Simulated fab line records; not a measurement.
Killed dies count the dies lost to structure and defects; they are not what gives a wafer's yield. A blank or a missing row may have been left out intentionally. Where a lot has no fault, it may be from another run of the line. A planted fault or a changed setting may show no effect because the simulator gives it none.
fab line records	flow sky130
record lots=24	wafers=72	last_day=50
route steps=708 shown VT_ADJUST_PCH@153 SONOS_ONO@181 POLY_GATE@236 METAL3@563 METAL5@664 PASSIVATION@683
lots with no fault: from the same line, run without faults
start_h: hours from the record's opening day to when the first of the lot's shown wafers began	wait_h: how many hours have passed since the lot's step before this one	" unchanged from the row above	L1.1+2: a single row standing in for several wafers	- no value, or no start given	* or withheld: withheld	< > ~ a bound
route shown NAME@n: a module of which the file shows steps, and the number in the route of the first	usual: mean/standard deviation of fault-free wafers	same: alike in all rows	chamber/n: place in a boat	sites: readings site by site	_std_site: the standard deviation of these	_edge_site: outer sites' mean less inner sites'	radius_mm: how far each site lies from the wafer's centre	mask NAME#n: copy n	behind: tool/chamber where the wafer was last shaped	hold: why the lot went on hold/how many hours it stayed there/how the hold came to an end	device: transistor that didn't switch, given as n, p or np	end of line: the route-end tests of the same wafers	a step with no rows: only its recipe	killed: dies lost to structure and defects at the first sort, not the wafer's yield	map: shows each die of a wafer: x if killed, . if not, _ if none is there
set.NAME: the setting the step ran with; set.NAME@STEP: the setting that earlier step ran with	model.NAME: the simulator's own value behind a step, which no gauge read
the route's steps for a sample of lots (tables are steps, rows are wafers)
services: from which hour (start_h, from the record's first day; less than 0 if before it) a tool's chamber was out of use, for how many hours, and why
## steps
# step SKY_VT_ADJUST_PCH_TW_MEAS_10
# usual VT_ADJUST_PCH_TW=142.3/1.7
lot.wafer	tool	chamber	start_h	wait_h	VT_ADJUST_PCH_TW
L074.2	film_metro-03	-	221.55	0.1	144.0
L074.4	"	-	"	"	143.4
L074.5	"	-	"	"	144.4
L075.1	film_metro-04	-	229.40	0.1	139.8
L075.4	"	-	"	"	140.0
L075.5	"	-	"	"	140.2
L076.3	film_metro-03	-	239.31	0.1	143.6
L076.4	"	-	"	"	143.2
L076.6	"	-	"	"	144.2
L077.1	film_metro-04	-	245.69	0.1	139.6
L077.2	"	-	"	"	139.8
L077.4	"	-	"	"	140.6
L078.2	film_metro-02	-	254.60	0.1	144.3
L078.3	"	-	"	"	143.7
L078.4	"	-	"	"	143.7
L079.1	film_metro-02	-	262.39	0.1	142.7
L079.4	"	-	"	"	143.8
L079.5	"	-	"	"	143.3
L080.2	film_metro-03	-	273.26	0.1	142.2
L080.3	"	-	"	"	143.2
L080.4	"	-	"	"	142.7
L081.1	film_metro-03	-	280.75	0.1	142.8
L081.2	"	-	"	"	142.3
L081.4	"	-	"	"	142.9
L082.1	film_metro-02	-	288.44	0.1	144.1
L082.3	"	-	"	"	144.4
L082.6	"	-	"	"	144.1
L083.1	film_metro-03	-	293.94	0.1	142.3
L083.2	"	-	"	"	142.2
L083.3	"	-	"	"	142.2
L084.1	film_metro-02	-	301.54	0.1	144.6
L084.2	"	-	"	"	145.3
L084.6	"	-	"	"	144.2
L085.2	film_metro-04	-	310.60	0.1	139.7
L085.4	"	-	"	"	139.8
L085.5	"	-	"	"	139.8
L086.2	film_metro-04	-	318.60	0.1	140.8
L086.4	"	-	"	"	140.5
L086.5	"	-	"	"	140.1
L087.2	film_metro-02	-	322.85	0.1	143.6
L087.3	"	-	"	"	142.7
L087.5	"	-	"	"	144.0
L088.1	film_metro-02	-	330.05	0.1	143.6
L088.4	"	-	"	"	142.9
L088.5	"	-	"	"	143.2
L089.1	film_metro-04	-	337.75	0.1	140.3
L089.5	"	-	"	"	140.9
L089.6	"	-	"	"	140.3
L090.2	film_metro-02	-	346.30	0.1	142.5
L090.4	"	-	"	"	142.8
L090.6	"	-	"	"	142.9
L091.1	film_metro-03	-	354.89	0.1	141.5
L091.5	"	-	"	"	141.9
L091.6	"	-	"	"	140.5
L092.3	film_metro-04	-	361.76	0.1	139.8
L092.5	"	-	"	"	139.6
L092.6	"	-	"	"	139.6
L093.2	film_metro-02	-	372.40	0.1	144.0
L093.3	"	-	"	"	144.3
L093.5	"	-	"	"	143.6
L094.1	film_metro-02	-	381.45	0.1	143.8
L094.3	"	-	"	"	143.8
L094.6	"	-	"	"	144.5
L095.1	film_metro-04	-	386.29	0.1	140.8
L095.4	"	-	"	"	140.5
L095.5	"	-	"	"	141.8
L096.3	film_metro-03	-	393.31	0.1	143.9
L096.5	"	-	"	"	143.5
L096.6	"	-	"	"	143.2
L097.1	film_metro-04	-	412.64	0.1	140.7
L097.3	"	-	"	"	140.3
L097.5	"	-	"	"	140.5
# step SKY_SONOS_ONO_CD_MEAS_13
# recipe target_cd_nm=410
# usual cd_nm=409.3/2.1
lot.wafer	tool	chamber	start_h	wait_h	cd_nm
L074.2	cd_sem-02	-	275.92	0.1	406.2
L074.4	"	-	"	"	405.4
L074.5	"	-	"	"	406.3
L075.1	cd_sem-01	-	282.85	0.1	408.1
L075.4	"	-	"	"	404.7
L075.5	"	-	"	"	409.2
L076.3	cd_sem-02	-	293.04	0.1	412.1
L076.4	"	-	"	"	412.1
L076.6	"	-	"	"	412.4
L077.1	cd_sem-02	-	297.71	0.1	408.1
L077.2	"	-	"	"	408.0
L077.4	"	-	"	"	405.9
L078.2	cd_sem-01	-	308.53	0.1	411.5
L078.3	"	-	"	"	411.2
L078.4	"	-	"	"	409.6
L079.1	cd_sem-01	-	318.31	0.1	408.5
L079.4	"	-	"	"	408.7
L079.5	"	-	"	"	407.2
L080.2	cd_sem-02	-	328.91	0.1	411.3
L080.3	"	-	"	"	408.7
L080.4	"	-	"	"	409.1
L081.1	cd_sem-02	-	338.10	0.1	409.5
L081.2	"	-	"	"	412.3
L081.4	"	-	"	"	411.3
L082.1	cd_sem-01	-	345.76	0.1	407.6
L082.3	"	-	"	"	414.5
L082.6	"	-	"	"	409.4
L083.1	cd_sem-02	-	356.65	0.1	408.3
L083.2	"	-	"	"	411.3
L083.3	"	-	"	"	410.2
L084.1	cd_sem-02	-	363.50	0.1	411.7
L084.2	"	-	"	"	412.6
L084.6	"	-	"	"	410.9
L085.2	cd_sem-01	-	370.82	0.1	408.1
L085.4	"	-	"	"	410.4
L085.5	"	-	"	"	410.0
L086.2	cd_sem-01	-	380.83	0.1	409.2
L086.4	"	-	"	"	410.8
L086.5	"	-	"	"	409.4
L087.2	cd_sem-02	-	384.12	0.1	411.4
L087.3	"	-	"	"	409.4
L087.5	"	-	"	"	410.1
L088.1	cd_sem-02	-	392.65	0.1	409.4
L088.4	"	-	"	"	409.1
L088.5	"	-	"	"	409.2
L089.1	cd_sem-02	-	400.06	0.1	409.4
L089.5	"	-	"	"	408.7
L089.6	"	-	"	"	407.9
L090.2	cd_sem-02	-	408.47	0.1	405.5
L090.4	"	-	"	"	408.3
L090.6	"	-	"	"	409.9
L091.1	cd_sem-02	-	417.69	0.1	408.8
L091.5	"	-	"	"	407.5
L091.6	"	-	"	"	407.1
L092.3	cd_sem-02	-	427.08	0.1	407.0
L092.5	"	-	"	"	407.7
L092.6	"	-	"	"	408.0
L093.2	cd_sem-02	-	438.76	0.1	411.4
L093.3	"	-	"	"	411.2
L093.5	"	-	"	"	409.6
L094.1	cd_sem-01	-	447.16	0.1	408.3
L094.3	"	-	"	"	408.1
L094.6	"	-	"	"	407.7
L095.1	cd_sem-01	-	464.44	0.1	414.0
L095.4	"	-	"	"	411.8
L095.5	"	-	"	"	413.2
L096.3	cd_sem-02	-	464.59	0.1	409.8
L096.5	"	-	"	"	411.2
L096.6	"	-	"	"	410.2
L097.1	cd_sem-01	-	477.96	0.1	409.1
L097.3	"	-	"	"	407.6
L097.5	"	-	"	"	407.3
# step SKY_POLY_GATE_CD_MEAS_22
# usual cd_nm=149.8/1.6
lot.wafer	tool	chamber	start_h	wait_h	cd_nm
L074.2	cd_sem-02	-	365.88	0.1	146.5
L074.4	"	-	"	"	150.0
L074.5	"	-	"	"	149.2
L075.1	cd_sem-01	-	374.73	0.1	149.7
L075.4	"	-	"	"	147.4
L075.5	"	-	"	"	148.6
L076.3	cd_sem-02	-	391.92	0.1	152.3
L076.4	"	-	"	"	149.2
L076.6	"	-	"	"	150.9
L077.1	cd_sem-01	-	393.11	0.1	151.4
L077.2	"	-	"	"	154.9
L077.4	"	-	"	"	152.3
L078.2	cd_sem-02	-	405.82	0.1	147.5
L078.3	"	-	"	"	149.2
L078.4	"	-	"	"	149.6
L079.1	cd_sem-01	-	420.86	0.1	149.3
L079.4	"	-	"	"	149.6
L079.5	"	-	"	"	150.9
L080.2	cd_sem-02	-	430.10	0.1	152.4
L080.3	"	-	"	"	149.4
L080.4	"	-	"	"	149.7
L081.1	cd_sem-02	-	437.39	0.1	148.5
L081.2	"	-	"	"	152.6
L081.4	"	-	"	"	150.1
L082.1	cd_sem-02	-	444.31	0.1	148.5
L082.3	"	-	"	"	149.4
L082.6	"	-	"	"	148.7
L083.1	cd_sem-01	-	452.39	0.1	150.1
L083.2	"	-	"	"	151.8
L083.3	"	-	"	"	150.2
L084.1	cd_sem-01	-	462.81	0.1	149.9
L084.2	"	-	"	"	150.3
L084.6	"	-	"	"	147.8
L085.2	cd_sem-01	-	474.07	0.1	149.3
L085.4	"	-	"	"	151.7
L085.5	"	-	"	"	149.1
L086.2	cd_sem-01	-	484.17	0.1	149.8
L086.4	"	-	"	"	148.8
L086.5	"	-	"	"	149.6
L087.2	cd_sem-01	-	485.74	0.1	147.7
L087.3	"	-	"	"	151.0
L087.5	"	-	"	"	149.7
L088.1	cd_sem-01	-	500.66	0.1	150.1
L088.4	"	-	"	"	151.2
L088.5	"	-	"	"	149.1
L089.1	cd_sem-01	-	503.67	0.1	150.3
L089.5	"	-	"	"	150.1
L089.6	"	-	"	"	151.8
L090.2	cd_sem-01	-	508.27	0.1	147.1
L090.4	"	-	"	"	148.0
L090.6	"	-	"	"	148.7
L091.1	cd_sem-02	-	524.41	0.1	152.5
L091.5	"	-	"	"	149.1
L091.6	"	-	"	"	151.3
L092.3	cd_sem-01	-	530.09	0.1	149.2
L092.5	"	-	"	"	147.5
L092.6	"	-	"	"	149.7
L093.2	cd_sem-02	-	541.19	0.1	149.8
L093.3	"	-	"	"	148.1
L093.5	"	-	"	"	150.2
L094.1	cd_sem-02	-	547.54	0.1	148.2
L094.3	"	-	"	"	149.1
L094.6	"	-	"	"	148.0
L095.1	cd_sem-01	-	566.50	0.1	147.3
L095.4	"	-	"	"	146.8
L095.5	"	-	"	"	147.0
L096.3	cd_sem-02	-	567.87	0.1	149.8
L096.5	"	-	"	"	151.7
L096.6	"	-	"	"	149.3
L097.1	cd_sem-01	-	577.75	0.1	151.0
L097.3	"	-	"	"	150.7
L097.5	"	-	"	"	151.4
# step SKY_METAL3_CD_MEAS_13
# recipe target_cd_nm=300
# usual cd_nm=299.9/1.4
lot.wafer	tool	chamber	start_h	wait_h	cd_nm
L074.2	cd_sem-01	-	895.41	-	296.7
L074.4	"	-	"	"	295.3
L074.5	"	-	"	"	298.0
L075.1	cd_sem-01	-	904.31	-	301.1
L075.4	"	-	"	"	301.6
L075.5	"	-	"	"	300.8
L076.3	cd_sem-02	-	920.64	-	299.5
L076.4	"	-	"	"	300.5
L076.6	"	-	"	"	299.5
L077.1	cd_sem-01	-	921.99	-	299.3
L077.2	"	-	"	"	297.8
L077.4	"	-	"	"	298.2
L078.2	cd_sem-02	-	930.17	-	301.2
L078.3	"	-	"	"	300.5
L078.4	"	-	"	"	300.5
L079.1	cd_sem-02	-	939.66	-	302.2
L079.4	"	-	"	"	301.5
L079.5	"	-	"	"	302.5
L080.2	cd_sem-01	-	950.33	-	301.1
L080.3	"	-	"	"	301.6
L080.4	"	-	"	"	300.8
L081.1	cd_sem-02	-	956.81	-	298.1
L081.2	"	-	"	"	297.9
L081.4	"	-	"	"	299.8
L082.1	cd_sem-02	-	962.36	-	299.8
L082.3	"	-	"	"	300.4
L082.6	"	-	"	"	301.2
L083.1	cd_sem-02	-	966.51	-	301.2
L083.2	"	-	"	"	300.4
L083.3	"	-	"	"	300.7
L084.1	cd_sem-02	-	976.34	-	300.4
L084.2	"	-	"	"	300.4
L084.6	"	-	"	"	299.4
L085.2	cd_sem-02	-	984.16	-	300.4
L085.4	"	-	"	"	299.8
L085.5	"	-	"	"	299.0
L086.2	cd_sem-02	-	992.51	-	299.9
L086.4	"	-	"	"	300.7
L086.5	"	-	"	"	300.2
L087.2	cd_sem-01	-	993.43	-	300.3
L087.3	"	-	"	"	299.8
L087.5	"	-	"	"	300.8
L088.1	cd_sem-02	-	1003.74	-	298.2
L088.4	"	-	"	"	298.1
L088.5	"	-	"	"	298.5
L089.1	cd_sem-02	-	1007.24	-	300.9
L089.5	"	-	"	"	299.3
L089.6	"	-	"	"	301.4
L090.2	cd_sem-02	-	1012.28	-	301.8
L090.4	"	-	"	"	299.6
L090.6	"	-	"	"	300.8
L091.1	cd_sem-02	-	1022.51	-	300.3
L091.5	"	-	"	"	301.7
L091.6	"	-	"	"	300.5
L092.3	cd_sem-01	-	1025.78	-	300.5
L092.5	"	-	"	"	300.6
L092.6	"	-	"	"	301.4
L093.2	cd_sem-02	-	1035.80	-	298.5
L093.3	"	-	"	"	297.7
L093.5	"	-	"	"	299.7
L094.1	cd_sem-02	-	1039.80	-	301.1
L094.3	"	-	"	"	301.2
L094.6	"	-	"	"	300.3
L095.1	cd_sem-02	-	1053.00	-	297.5
L095.4	"	-	"	"	297.6
L095.5	"	-	"	"	298.2
L096.3	cd_sem-02	-	1056.44	-	299.4
L096.5	"	-	"	"	301.4
L096.6	"	-	"	"	301.3
L097.1	cd_sem-01	-	1061.74	-	300.8
L097.3	"	-	"	"	300.0
L097.5	"	-	"	"	302.6
# step SKY_METAL5_SPUTTER_03
# recipe material=Ti	target_thk_nm=5	power_w=3000	time_s=3.3	chamber_pressure_pa=0.4
# usual throttle_valve_pct=29.6/1.1
lot.wafer	tool	chamber	start_h	wait_h	throttle_valve_pct
L074.2	pvd_sputter-02	-	1000.87	0.0	29.1
L074.4	"	-	"	"	30.6
L074.5	"	-	"	"	29.3
L075.1	pvd_sputter-01	-	1007.47	0.0	29.1
L075.4	"	-	"	"	27.3
L075.5	"	-	"	"	27.5
L076.3	pvd_sputter-04	-	1023.10	0.0	29.2
L076.4	"	-	"	"	29.0
L076.6	"	-	"	"	29.0
L077.1	pvd_sputter-04	-	1024.63	0.0	30.6
L077.2	"	-	"	"	28.7
L077.4	"	-	"	"	29.5
L078.2	pvd_sputter-02	-	1031.09	0.0	29.8
L078.3	"	-	"	"	30.7
L078.4	"	-	"	"	28.9
L079.1	pvd_sputter-01	-	1039.25	0.0	30.9
L079.4	"	-	"	"	27.2
L079.5	"	-	"	"	30.9
L080.2	pvd_sputter-02	-	1051.16	0.0	31.0
L080.3	"	-	"	"	28.9
L080.4	"	-	"	"	31.3
L081.1	pvd_sputter-02	-	1057.77	0.0	30.8
L081.2	"	-	"	"	31.1
L081.4	"	-	"	"	30.6
L082.1	pvd_sputter-04	-	1061.50	0.0	29.3
L082.3	"	-	"	"	28.5
L082.6	"	-	"	"	29.7
L083.1	pvd_sputter-02	-	1065.46	0.0	31.1
L083.2	"	-	"	"	30.9
L083.3	"	-	"	"	28.7
L084.1	pvd_sputter-01	-	1073.22	0.0	30.1
L084.2	"	-	"	"	30.9
L084.6	"	-	"	"	27.6
L085.2	pvd_sputter-04	-	1080.20	0.0	30.5
L085.4	"	-	"	"	29.5
L085.5	"	-	"	"	29.4
L086.2	pvd_sputter-01	-	1087.82	0.0	29.1
L086.4	"	-	"	"	30.9
L086.5	"	-	"	"	29.7
L087.2	pvd_sputter-02	-	1088.92	0.0	29.9
L087.3	"	-	"	"	29.2
L087.5	"	-	"	"	29.8
L088.1	pvd_sputter-02	-	1098.22	0.0	29.0
L088.4	"	-	"	"	31.1
L088.5	"	-	"	"	28.9
L089.1	pvd_sputter-01	-	1101.10	0.0	27.3
L089.5	"	-	"	"	28.8
L089.6	"	-	"	"	27.5
L090.2	pvd_sputter-01	-	1105.75	0.0	29.1
L090.4	"	-	"	"	27.4
L090.6	"	-	"	"	27.3
L091.1	pvd_sputter-01	-	1115.71	0.0	28.8
L091.5	"	-	"	"	29.8
L091.6	"	-	"	"	30.8
L092.3	pvd_sputter-04	-	1117.54	0.0	29.6
L092.5	"	-	"	"	29.3
L092.6	"	-	"	"	29.3
L093.2	pvd_sputter-04	-	1126.48	0.0	29.5
L093.3	"	-	"	"	30.7
L093.5	"	-	"	"	29.5
L094.1	pvd_sputter-01	-	1130.38	0.0	31.3
L094.3	"	-	"	"	28.9
L094.6	"	-	"	"	29.0
L095.1	pvd_sputter-01	-	1141.24	0.0	29.2
L095.4	"	-	"	"	31.0
L095.5	"	-	"	"	27.5
L096.3	pvd_sputter-01	-	1143.33	0.0	29.9
L096.5	"	-	"	"	30.0
L096.6	"	-	"	"	27.3
L097.1	pvd_sputter-02	-	1147.75	0.0	29.0
L097.3	"	-	"	"	30.5
L097.5	"	-	"	"	30.8
# step SKY_PASSIVATION_CVD_02
# recipe material=Si3N4	target_thk_nm=540	temp_c=400	time_s=withheld	rf_w=450
# usual heater_power_w=670/95	rf_fwd_power_W=449.2/1.4
lot.wafer	tool	chamber	start_h	wait_h	heater_power_w	rf_fwd_power_W
L074.2	pecvd-02	0	1025.36	0.0	582	451.5
L074.4	"	2	"	"	576	449.6
L074.5	"	0	"	"	463	449.4
L075.1	pecvd-02	2	1031.12	0.1	676	449.7
L075.4	"	2	"	"	716	450.3
L075.5	"	1	"	"	693	449.1
L076.3	pecvd-01	2	1046.06	0.0	631	448.1
L076.4	"	2	"	"	647	450.0
L076.6	"	1	"	"	685	451.6
L077.1	pecvd-02	1	1048.32	0.1	771	449.8
L077.2	"	0	"	"	519	449.5
L077.4	"	2	"	"	671	450.2
L078.2	pecvd-01	1	1054.26	0.0	710	448.4
L078.3	"	2	"	"	549	449.6
L078.4	"	0	"	"	541	449.0
L079.1	pecvd-01	2	1061.46	0.1	633	449.9
L079.4	"	1	"	"	714	450.3
L079.5	"	2	"	"	660	452.7
L080.2	pecvd-04	1	1073.40	0.0	780	447.6
L080.3	"	1	"	"	787	449.5
L080.4	"	0	"	"	592	446.5
L081.1	pecvd-01	0	1079.66	0.1	671	451.3
L081.2	"	2	"	"	605	449.3
L081.4	"	1	"	"	699	448.8
L082.1	pecvd-02	0	1084.01	0.1	568	447.5
L082.3	"	1	"	"	760	446.0
L082.6	"	1	"	"	806	449.2
L083.1	pecvd-04	1	1087.25	0.1	813	447.6
L083.2	"	0	"	"	637	447.8
L083.3	"	0	"	"	663	449.5
L084.1	pecvd-02	2	1094.48	0.1	633	449.7
L084.2	"	1	"	"	839	446.7
L084.6	"	0	"	"	477	448.7
L085.2	pecvd-02	2	1100.85	0.0	712	451.2
L085.4	"	0	"	"	526	448.7
L085.5	"	1	"	"	771	448.1
L086.2	pecvd-04	2	1108.96	0.0	686	450.6
L086.4	"	1	"	"	744	451.5
L086.5	"	2	"	"	723	449.4
L087.2	pecvd-02	2	1109.42	0.0	659	449.5
L087.3	"	0	"	"	531	447.7
L087.5	"	1	"	"	698	451.2
L088.1	pecvd-04	2	1119.15	0.1	625	448.9
L088.4	"	1	"	"	808	449.9
L088.5	"	0	"	"	759	449.1
L089.1	pecvd-02	2	1122.04	0.1	626	451.8
L089.5	"	1	"	"	762	448.3
L089.6	"	2	"	"	656	452.3
L090.2	pecvd-01	1	1126.71	0.0	640	450.5
L090.4	"	2	"	"	580	448.4
L090.6	"	0	"	"	621	451.2
L091.1	pecvd-02	0	1135.86	0.1	544	447.7
L091.5	"	0	"	"	579	449.2
L091.6	"	1	"	"	818	445.7
L092.3	pecvd-02	2	1137.50	0.0	684	449.5
L092.5	"	0	"	"	526	447.6
L092.6	"	1	"	"	810	448.5
L093.2	pecvd-02	0	1146.66	0.0	608	450.4
L093.3	"	1	"	"	787	446.7
L093.5	"	0	"	"	474	449.9
L094.1	pecvd-02	0	1149.56	0.1	497	450.0
L094.3	"	2	"	"	641	451.2
L094.6	"	1	"	"	821	450.8
L095.1	pecvd-01	1	1159.77	0.1	657	449.6
L095.4	"	1	"	"	694	449.6
L095.5	"	1	"	"	719	450.4
L096.3	pecvd-04	0	1162.11	0.0	726	447.1
L096.5	"	1	"	"	829	449.8
L096.6	"	0	"	"	738	447.6
L097.1	pecvd-04	0	1166.00	0.1	767	446.8
L097.3	"	1	"	"	843	449.7
L097.5	"	1	"	"	672	450.3
## services
tool	chamber	start_h	hours	kind
pecvd-02	1	999.38	-	clean
pecvd-02	1	999.38	-	consumable_replace:showerhead
pecvd-02	1	999.38	29.0	scheduled_down
pecvd-02	1	999.38	29.0	vent_cycle
pecvd-01	0	1026.95	7.3	repair
pvd_sputter-04	-	1030.48	4.3	repair
pecvd-04	2	1085.63	2.1	scheduled_down
pvd_sputter-02	-	1121.10	13.7	repair
pecvd-01	1	1136.47	2.1	scheduled_down
pecvd-01	-	1148.63	1.6	repair
pecvd-01	0	1158.41	5.5	scheduled_down
pvd_sputter-04	-	1165.36	6.2	repair
## key
fault none
